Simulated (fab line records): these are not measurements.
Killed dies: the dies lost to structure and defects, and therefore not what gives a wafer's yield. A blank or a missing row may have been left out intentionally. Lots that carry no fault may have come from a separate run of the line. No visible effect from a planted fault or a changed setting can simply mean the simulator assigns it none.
Chamber matching | flow gf180mcu | GF_V1_CVD_02 on pecvd-03: 3 sister chambers
The step deposits SiO2 from TEOS, target thk 850 nm, time 94.851 s. 16 wafers are shown with their chamber, then 8 later ones without.

== EACH WAFER AND ITS CHAMBER ==
wafer  | chamber | heater-power-w (W)
L075.3 | 0       | 727
L075.4 | 2       | 720
L075.5 | 0       | 763
L076.1 | 2       | 688
L076.2 | 0       | 670
L076.3 | 1       | 764
L076.4 | 2       | 717
L076.5 | 1       | 801
L076.6 | 0       | 720
L083.4 | 0       | 628
L083.5 | 1       | 770
L083.6 | 2       | 638
L088.2 | 1       | 822
L088.4 | 2       | 577
L088.6 | 1       | 670
L089.3 | 0       | 666

SIGNATURES (averages over the wafers above)
reading        | chamber 0 | chamber 1 | chamber 2 | scatter within a chamber
heater-power-w | 695.67    | 765.40    | 668.00    | 55.8
Rule: a wafer lies at a distance from a chamber equal to the root of the sum of squares, over the readings, of (its reading less the chamber's mean, divided by the reading's scatter). The wafer belongs to the nearest chamber; if the next one is less than 2 further off, it can't be placed. The scatter: take each reading less its chamber's mean, square it, sum over the shown wafers, divide by the number of wafers less the number of chambers, and take the root.

== WAFERS WITH NO CHAMBER GIVEN ==
wafer  | heater-power-w (W)
L089.4 | 604
L089.6 | 834
L093.1 | 726
L093.3 | 673
L093.6 | 772
L095.1 | 663
L095.3 | 774
L095.6 | 808

== CHAMBER TAKEN BY EACH ==
wafer  | from the rows above          | in truth
L089.4 | can't be placed: 2 or 0 or 1 | 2
L089.6 | can't be placed: 1 or 0 or 2 | 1
L093.1 | can't be placed: 0 or 1 or 2 | 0
L093.3 | can't be placed: 2 or 0 or 1 | 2
L093.6 | can't be placed: 1 or 0 or 2 | 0
L095.1 | can't be placed: 2 or 0 or 1 | 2
L095.3 | can't be placed: 1 or 0 or 2 | 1
L095.6 | can't be placed: 1 or 0 or 2 | 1
Correctly placed: 0 of 8. These rows do not allow placing 8 (true chamber among the candidates in 8). 0 placed wrongly.
